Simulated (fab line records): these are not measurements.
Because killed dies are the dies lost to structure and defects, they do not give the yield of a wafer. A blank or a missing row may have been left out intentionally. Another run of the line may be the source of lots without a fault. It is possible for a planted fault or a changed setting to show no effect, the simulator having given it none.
A lot that was struck, set against a sound lot ; flow gf180mcu ; 43 out of 602 route steps
Sound: these wafers, L148.2, L148.4, L148.5. Struck: wafers L142.1, L142.4, L142.5. Last of all comes the cause.
At each step with rows: each side's tool, then ch and its chambers, then its first start. Under that, the readings that differ: sound wafers ; struck wafers ; difference of the means ; sigmas: that difference in standard deviations of wafers without a fault.
alike: readings with means less than 2 such deviations apart, plus words and numbers identical on both sides. not compared: withheld readings, readings lacking a value on some wafer, bounds such as >300 that could conceal the same value, and numbers that have no deviation in the record and whose values overlap.
Wherever a step has rows on one side only, a row that says differs or no value, or a row with sigmas, the two part there. Numbers that don't overlap but have no deviation are shown without sigmas and don't part them. A reading that every wafer of one side lacks parts them only if that side has two wafers or more.

first, 1 step without rows for these wafers: GF_LVPWELL_IMPLANT_09.
GF_LVPWELL_STRIP_10: strips in O2/N2.
  sound on plasma_asher-01 ch 0,1, day 8 12:22; struck on plasma_asher-01 ch 1, day 7 04:19
  alike: drypump_motor_current_A, heater_power_w, oes_product_au, strip_time_to_endpoint_s
  not compared: rf_hours_counter_h
GF_LVPWELL_TW_MEAS_11:
  struck on film_metro-04, day 7 04:25; sound on film_metro-03, day 8 12:29
  alike: LVPWELL_TW
then, 7 steps without rows for these wafers: GF_MVSD_DEHYDRATE_00 (time 60 s); GF_MVSD_HMDS_01 (prime time 60 s); GF_MVSD_COAT_02 (resist thk 3000 nm); GF_MVSD_SOFTBAKE_03; GF_MVSD_EXPOSE_04 (exposes mask MVSD, target cd 1000 nm); GF_MVSD_PEB_05; GF_MVSD_DEVELOP_06 (develop time 60 s).
GF_MVSD_OVL_MEAS_07:
  struck on overlay-01, day 7 20:30; sound on overlay-02, day 9 04:44
  alike: MVSD_OVL
next, for these wafers, 1 step has no rows: GF_MVSD_IMPLANT_08.
GF_MVSD_IMPLANT_09:
  sound on implanter-01 ch 0, day 9 04:56; struck on implanter-01, day 7 20:41
  no value came back on the struck wafers for beam_energy_keV, beam_on_s (s); on the sound wafers beam_energy_keV reads 99.998 99.949 99.980
GF_MVSD_STRIP_10: strips in O2/N2.
  sound on plasma_asher-03 ch 1, day 9 05:04; struck on plasma_asher-04 ch 1, day 7 20:50
reading;sound;struck;difference;sigmas
heater_power_w (W);388 386 390;293 294 277;-100;-3
  alike: drypump_motor_current_A, oes_product_au, strip_time_to_endpoint_s
  not compared: rf_hours_counter_h
GF_MVSD_TW_MEAS_11:
  struck on film_metro-01, day 7 20:56; sound on film_metro-04, day 9 05:11
reading;sound;struck;difference;sigmas
MVSD_TW;1573 1575 1586;1510 1511 1512;-67;-4
then, 7 steps without rows for these wafers: GF_MVPSD_DEHYDRATE_00 (time 60 s); GF_MVPSD_HMDS_01 (prime time 60 s); GF_MVPSD_COAT_02 (resist thk 3000 nm); GF_MVPSD_SOFTBAKE_03; GF_MVPSD_EXPOSE_04 (exposes mask MVPSD, target cd 1000 nm); GF_MVPSD_PEB_05; GF_MVPSD_DEVELOP_06 (develop time 60 s).
GF_MVPSD_OVL_MEAS_07:
  struck on overlay-02, day 8 13:18; sound on overlay-02, day 9 22:21
  alike: MVPSD_OVL
then, 2 steps without rows for these wafers: GF_MVPSD_IMPLANT_08; GF_MVPSD_IMPLANT_09.
GF_MVPSD_STRIP_10: strips in O2/N2.
  sound on plasma_asher-02 ch 0, day 9 22:41; struck on plasma_asher-02 ch 0,1, day 8 13:38
  alike: drypump_motor_current_A, heater_power_w, oes_product_au, strip_time_to_endpoint_s
  not compared: rf_hours_counter_h
GF_MVPSD_TW_MEAS_11:
  struck on film_metro-04, day 8 13:44; sound on film_metro-03, day 9 22:47
reading;sound;struck;difference;sigmas
MVPSD_TW;537 541 537;553 556 555;+16;+2
then, 7 steps without rows for these wafers: GF_VT_IMPLANT_DEHYDRATE_00 (time 60 s); GF_VT_IMPLANT_HMDS_01 (prime time 60 s); GF_VT_IMPLANT_COAT_02 (resist thk 1000 nm); GF_VT_IMPLANT_SOFTBAKE_03 (time 58.84 s); GF_VT_IMPLANT_EXPOSE_04 (exposes mask LVPWELL LV AREA, target cd 600 nm); GF_VT_IMPLANT_PEB_05; GF_VT_IMPLANT_DEVELOP_06 (develop time 60 s).
GF_VT_IMPLANT_OVL_MEAS_07:
  struck on overlay-02, day 9 06:17; sound on overlay-02, day 10 16:12
  alike: VT_IMPLANT_OVL
next, for these wafers, 1 step has no rows: GF_VT_IMPLANT_IMPLANT_08.
GF_VT_IMPLANT_STRIP_09: strips in O2/N2.
  sound on plasma_asher-02 ch 0, day 10 16:23; struck on plasma_asher-02 ch 0, day 9 06:28
  alike: drypump_motor_current_A, heater_power_w, oes_product_au, strip_time_to_endpoint_s
  not compared: rf_hours_counter_h
GF_VT_IMPLANT_TW_MEAS_10:
  struck on film_metro-01, day 9 06:34; sound on film_metro-04, day 10 16:29
  alike: VT_IMPLANT_TW
then, 4 steps without rows for these wafers: GF_VT_IMPLANT_DEHYDRATE_11 (time 60 s); GF_VT_IMPLANT_HMDS_12 (prime time 60 s); GF_VT_IMPLANT_COAT_13 (resist thk 1000 nm); GF_VT_IMPLANT_SOFTBAKE_14 (time 60 s).
-- the record jumps here: 2 days lie between the struck wafers' starts before and after --
GF_VT_IMPLANT_RS_MEAS_46: a four-point-probe measurement.
  struck on film_metro-04, day 11 13:01; sound on film_metro-01, day 13 01:19
reading;sound;struck;difference;sigmas
MVSD_RS (ohm/sq);456.6 457.0 456.1;- - -;no value on the struck wafers;

WHERE THEY PART
Last at GF_VT_IMPLANT_RS_MEAS_46 as far as this record goes, first at GF_MVSD_IMPLANT_09.

WHY: the cause the simulator had injected
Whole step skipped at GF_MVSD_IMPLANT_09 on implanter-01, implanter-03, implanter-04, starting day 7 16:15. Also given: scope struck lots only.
